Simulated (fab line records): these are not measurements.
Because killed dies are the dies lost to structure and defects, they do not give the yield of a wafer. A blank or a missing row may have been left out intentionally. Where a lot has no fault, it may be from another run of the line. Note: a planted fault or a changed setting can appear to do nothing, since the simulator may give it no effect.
fab line records    flow gf180mcu    part 2 of 2: steps 28 to 36 of 36
record lots=5  wafers=15  lastDay=33
route steps=602 shown STI@5 DNWELL@32
lots untouched by any fault: they come from a run of this same line in which no faults occurred
startH: start of the lot's first displayed wafer, in hours after the record's first day    waitH: hours elapsed since this lot's preceding step    " the same as in the row above    L1.1+2: a single row standing in for several wafers    - either no value or no given start    * or withheld: withheld    < > ~ a bound
route shown NAME@n: a module of which the file shows steps, and the number in the route of the first    usual: mean/standard deviation of fault-free wafers    same: alike in all rows    chamber/n: place in a boat    sites: the reading at each site    _std_site: how widely they spread, as a standard deviation    _edge_site: mean of outer sites minus mean of inner sites    radiusMm: how far each site lies from the wafer's centre    mask NAME#n: copy n    behind: the most recent tool/chamber to have shaped the wafer    hold: reason for holding the lot/hours on hold/outcome of the hold    device: the n, p or np transistor that did not switch    end of line: the same wafers' tests at the end of the route    a step given without rows: its recipe and nothing more    killed: dies lost to structure and defects at the first sort, not the wafer's yield    map: a wafer's dies, marking killed ones x, the rest . and places with no die _
set.NAME: setting as actually run; set.NAME@STEP: the setting as run at that earlier step    model.NAME: the simulator's own value behind a step, which no gauge read
certain route steps with their lots: each step a table, each wafer a row
services: from which hour (startH, from the record's first day; less than 0 if before it) a tool's chamber was out of use, for how many hours, and why
## steps
# step GF_DNWELL_DEHYDRATE_00
# recipe tempC=200  timeS=60
# usual resistLineTempC=23.00/0.1
lot.wafer  tool           chamber  startH  waitH  resistLineTempC
L074.1     lithoTrack-02  0        36.14   5.1    22.98
L074.3     "              0        "       "      22.98
L074.4     "              0        "       "      23.08
L077.2     lithoTrack-01  0        50.91   5.4    23.00
L077.3     "              0        "       "      22.91
L077.4     "              0        "       "      22.94
L082.1     lithoTrack-02  0        77.94   5.7    23.10
L082.5     "              0        "       "      22.88
L082.6     "              0        "       "      22.92
L093.1     lithoTrack-04  0        136.05  7.1    22.88
L093.2     "              0        "       "      23.11
L093.6     "              0        "       "      22.83
L094.1     lithoTrack-04  0        140.95  6.9    23.05
L094.2     "              0        "       "      23.07
L094.5     "              0        "       "      23.15
# step GF_DNWELL_HMDS_01
# recipe primeTimeS=60  primeTempC=120
# usual resistLineTempC=23.00/0.13
lot.wafer  tool           chamber  startH  waitH  resistLineTempC
L074.1     lithoTrack-02  0        36.29   0.1    22.59
L074.3     "              0        "       "      22.62
L074.4     "              0        "       "      22.72
L077.2     lithoTrack-01  0        51.06   0.1    22.82
L077.3     "              0        "       "      22.89
L077.4     "              0        "       "      23.06
L082.1     lithoTrack-02  0        78.09   0.1    22.96
L082.5     "              0        "       "      22.84
L082.6     "              0        "       "      22.98
L093.1     lithoTrack-04  0        136.20  0.1    23.09
L093.2     "              0        "       "      23.04
L093.6     "              0        "       "      22.97
L094.1     lithoTrack-04  0        141.10  0.1    23.15
L094.2     "              0        "       "      23.07
L094.5     "              0        "       "      23.09
# step GF_DNWELL_COAT_02
# recipe spinRpm=2000  resistThkNm=3000
# usual resistLineTempC=22.98/0.1
lot.wafer  tool           chamber  startH  waitH  resistLineTempC
L074.1     lithoTrack-02  0        36.44   0.1    23.06
L074.3     "              0        "       "      22.98
L074.4     "              0        "       "      23.11
L077.2     lithoTrack-01  0        51.21   0.1    22.94
L077.3     "              0        "       "      22.86
L077.4     "              0        "       "      22.94
L082.1     lithoTrack-02  0        78.24   0.1    22.91
L082.5     "              0        "       "      22.95
L082.6     "              0        "       "      22.97
L093.1     lithoTrack-04  0        136.35  0.1    22.83
L093.2     "              0        "       "      22.84
L093.6     "              0        "       "      22.89
L094.1     lithoTrack-04  0        141.25  0.1    23.10
L094.2     "              0        "       "      23.07
L094.5     "              0        "       "      23.19
# step GF_DNWELL_SOFTBAKE_03
# recipe tempC=110  timeS=withheld
# usual resistLineTempC=22.98/0.095
lot.wafer  tool           chamber  startH  waitH  resistLineTempC
L074.1     lithoTrack-02  0        36.59   0.1    23.03
L074.3     "              0        "       "      22.87
L074.4     "              0        "       "      22.89
L077.2     lithoTrack-01  0        51.37   0.1    22.86
L077.3     "              0        "       "      22.99
L077.4     "              0        "       "      22.88
L082.1     lithoTrack-02  0        78.39   0.1    22.94
L082.5     "              0        "       "      22.93
L082.6     "              0        "       "      22.84
L093.1     lithoTrack-04  0        136.50  0.1    22.97
L093.2     "              0        "       "      22.96
L093.6     "              0        "       "      22.84
L094.1     lithoTrack-04  0        141.40  0.1    23.08
L094.2     "              0        "       "      23.08
L094.5     "              0        "       "      23.17
# step GF_DNWELL_EXPOSE_04
# recipe maskId=DNWELL  targetCdNm=1700  na=0.6  sourceShape=conventional  sigmaOuter=0.6  doseMj=260
# usual focusOffsetNm=0.1/0.54  stageVelMmS=500.01/0.24
# same na=0.6
lot.wafer  tool             chamber  startH  waitH  mask      focusOffsetNm  stageVelMmS
L074.1     ilineStepper-02  0        -       -      DNWELL#0  0.1            500.06
L074.3     "                0        "       "      DNWELL#0  -0.4           499.86
L074.4     "                0        "       "      DNWELL#0  0.5            500.03
L077.2     ilineStepper-02  0        -       -      DNWELL#0  0.6            500.39
L077.3     "                0        "       "      DNWELL#0  1.3            499.93
L077.4     "                0        "       "      DNWELL#0  0.6            500.24
L082.1     ilineStepper-02  0        -       -      DNWELL#0  -0.3           499.62
L082.5     "                0        "       "      DNWELL#0  -0.1           500.14
L082.6     "                0        "       "      DNWELL#0  0.2            500.50
L093.1     ilineStepper-02  0        -       -      DNWELL#0  1.1            499.92
L093.2     "                0        "       "      DNWELL#0  0.7            499.77
L093.6     "                0        "       "      DNWELL#0  0.7            499.60
L094.1     ilineStepper-02  0        -       -      DNWELL#0  0.5            499.81
L094.2     "                0        "       "      DNWELL#0  -0.1           500.01
L094.5     "                0        "       "      DNWELL#0  0.2            499.99
# step GF_DNWELL_PEB_05
# recipe tempC=115  timeS=withheld
# usual resistLineTempC=22.99/0.11
lot.wafer  tool           chamber  startH  waitH  resistLineTempC
L074.1     lithoTrack-01  0        -       -      23.09
L074.3     "              0        "       "      23.24
L074.4     "              0        "       "      23.08
L077.2     lithoTrack-04  0        -       -      22.96
L077.3     "              0        "       "      23.01
L077.4     "              0        "       "      23.01
L082.1     lithoTrack-02  0        -       -      23.17
L082.5     "              0        "       "      23.06
L082.6     "              0        "       "      23.12
L093.1     lithoTrack-01  0        -       -      23.06
L093.2     "              0        "       "      22.99
L093.6     "              0        "       "      22.92
L094.1     lithoTrack-01  0        -       -      23.15
L094.2     "              0        "       "      22.97
L094.5     "              0        "       "      23.10
# step GF_DNWELL_DEVELOP_06
# recipe wallAngleDeg=90  developTimeS=61.45  devTempC=23
# usual resistLineTempC=23.01/0.092
lot.wafer  tool           chamber  startH  waitH  resistLineTempC
L074.1     lithoTrack-01  0        -       -      23.09
L074.3     "              0        "       "      23.08
L074.4     "              0        "       "      23.02
L077.2     lithoTrack-04  0        -       -      23.06
L077.3     "              0        "       "      22.98
L077.4     "              0        "       "      23.02
L082.1     lithoTrack-02  0        -       -      22.92
L082.5     "              0        "       "      23.05
L082.6     "              0        "       "      22.95
L093.1     lithoTrack-01  0        -       -      23.06
L093.2     "              0        "       "      22.99
L093.6     "              0        "       "      23.06
L094.1     lithoTrack-01  0        -       -      22.99
L094.2     "              0        "       "      23.06
L094.5     "              0        "       "      22.97
# step GF_DNWELL_IMPLANT_07
# recipe species=P  energyKev=1500  doseCm2=1e+13  tiltDeg=0
lot.wafer   tool          chamber  startH  waitH
L074.1+3+4  implanter-02  0        43.29   -
L077.2+3+4  implanter-03  0        57.83   -
L082.1+5+6  implanter-01  0        85.09   -
L093.1+2+6  implanter-01  0        143.84  -
L094.1+2+5  implanter-02  0        149.14  -
# step GF_DNWELL_STRIP_08
# recipe chemistry=O2/N2  powerW=1400  pressureMtorr=1500  platenTempC=250  o2FlowSccm=3000  n2FlowSccm=300  overashFraction=0.5
# usual drypumpMotorCurrentA=5.63/0.28  heaterPowerW=356/68  oesProductAu=0.722/0.0039  stripTimeToEndpointS=36.96/0.1
lot.wafer  tool            chamber  startH  waitH  drypumpMotorCurrentA  heaterPowerW  oesProductAu  rfHoursCounterH  stripTimeToEndpointS
L074.1     plasmaAsher-01  0        43.44   0.1    5.90                  525           0.719         39               37.09
L074.3     "               0        "       "      5.91                  521           0.726         -                36.99
L074.4     "               1        "       "      5.78                  326           0.722         -                36.99
L077.2     plasmaAsher-02  1        57.95   0.1    5.94                  300           0.718         39               36.88
L077.3     "               0        "       "      5.37                  334           0.728         -                36.87
L077.4     "               1        "       "      5.96                  307           0.721         -                36.86
L082.1     plasmaAsher-01  0        85.24   0.1    5.91                  522           0.723         42               36.85
L082.5     "               0        "       "      5.90                  517           0.724         -                36.84
L082.6     "               1        "       "      5.74                  319           0.710         -                36.88
L093.1     plasmaAsher-03  1        143.99  0.1    5.20                  327           0.724         51               37.00
L093.2     "               0        "       "      5.40                  350           0.717         51               37.04
L093.6     "               1        "       "      5.22                  327           0.720         -                37.06
L094.1     plasmaAsher-02  0        149.29  0.1    5.39                  339           0.727         50               36.84
L094.2     "               1        "       "      5.95                  305           0.725         50               36.88
L094.5     "               0        "       "      5.37                  338           0.716         -                36.85
## services
tool             chamber  startH  hours  kind
cmp-02           -        8.00    1.2    repair
plasmaAsher-01   -        11.46   3.0    repair
rieSi-02         1        14.85   11.4   repair
rieSi-02         3        17.99   9.1    repair
wetBench-01      -        20.17   3.7    repair
wetBench-04      -        27.19   7.6    repair
rieDiel-03       -        34.26   0.6    repair
furnace-02       -        39.14   3.2    pm
rieDiel-03       -        47.73   2.8    pm
wetBench-02      -        57.60   55.0   pm
furnace-02       -        60.42   15.0   pm
cmp-02           -        78.96   5.9    pm
krfScanner-02    -        81.91   0.8    pm
krfScanner-02    -        98.98   8.0    repair
furnace-02       -        105.22  3.0    pm
ilineStepper-02  -        112.72  2.3    repair
rieDiel-03       1        113.77  2.8    repair
furnace-01       -        128.19  4.4    pm
ilineStepper-02  -        128.76  1.1    repair
wetBench-01      -        129.17  12.7   repair
furnace-02       -        137.13  5.1    pm
cmp-02           -        143.45  21.4   pm
krfScanner-02    -        146.84  1.0    pm
krfScanner-02    -        149.14  1.3    pm
